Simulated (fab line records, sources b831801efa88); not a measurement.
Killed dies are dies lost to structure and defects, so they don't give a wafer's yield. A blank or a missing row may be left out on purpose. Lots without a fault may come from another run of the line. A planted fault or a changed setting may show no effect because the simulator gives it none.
Chamber matching | flow gf180mcu | GF_V1_CMP_04 on cmp-02: 4 sister chambers
The step polishes SiO2. 14 wafers are shown with their chamber, then 7 later ones without.

WAFERS WITH THEIR CHAMBER
wafer  | chamber | motor_current_A (A) | time_to_endpoint_s (s) | platen_rpm (rpm)
L510.3 | 0       | 11.8                | 69                     | 59.97
L510.5 | 0       | 11.9                | 73                     | 59.93
L510.6 | 3       | 12.0                | 82                     | 60.02
L512.2 | 2       | 13.5                | 85                     | 60.05
L512.3 | 3       | 12.3                | 77                     | 59.99
L512.6 | 3       | 11.9                | 85                     | 60.00
L514.4 | 3       | 11.3                | 86                     | 60.00
L514.5 | 1       | 11.8                | 85                     | 59.99
L514.6 | 0       | 11.4                | 82                     | 60.00
L516.1 | 3       | 11.8                | 80                     | 60.02
L516.3 | 2       | 13.5                | 87                     | 59.97
L516.5 | 2       | 13.5                | 87                     | 59.94
L525.4 | 0       | 11.1                | 77                     | 60.12
L525.5 | 3       | 11.7                | 74                     | 60.03

SIGNATURES (means of the wafers above)
reading            | chamber 0 | chamber 1 | chamber 2 | chamber 3 | scatter within a chamber
motor_current_A    | 11.550    | 11.800    | 13.500    | 11.833    | 0.31
time_to_endpoint_s | 75.25     | 85.00     | 86.33     | 80.67     | 4.5
platen_rpm         | 60.0050   | 59.9900   | 59.9867   | 60.0100   | 0.0527
Rule: a wafer's distance from a chamber is the root of the sum, over the readings, of the square of ((its reading less the chamber's mean) divided by the reading's scatter). The wafer belongs to the nearest chamber; if the next one is less than 2 further off, it can't be placed. The scatter: the root of (the sum of the squares of (reading less its chamber's mean) over the shown wafers, divided by (wafers less chambers)).

WAFERS WITHOUT THEIR CHAMBER
wafer  | motor_current_A (A) | time_to_endpoint_s (s) | platen_rpm (rpm)
L525.6 | 14.6                | 82                     | 60.00
L528.3 | 13.8                | 84                     | 59.97
L528.4 | 11.9                | 85                     | 60.02
L528.6 | 11.7                | 90                     | 60.00
L533.2 | 11.6                | 85                     | 60.06
L533.5 | 11.1                | 89                     | 60.07
L533.6 | 11.7                | 83                     | 59.98

WHICH CHAMBER EACH WENT THROUGH
wafer  | from the rows above          | in truth
L525.6 | 2                            | 2
L528.3 | 2                            | 2
L528.4 | can't be placed: 1 or 3 or 0 | 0
L528.6 | can't be placed: 1 or 3      | 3
L533.2 | can't be placed: 1 or 3 or 0 | 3
L533.5 | can't be placed: 1 or 3 or 0 | 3
L533.6 | can't be placed: 1 or 3 or 0 | 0
Placed correctly: 2 of 7. Can't be placed from these rows: 5 (the true chamber is among the candidates in 5). Placed wrongly: 0.
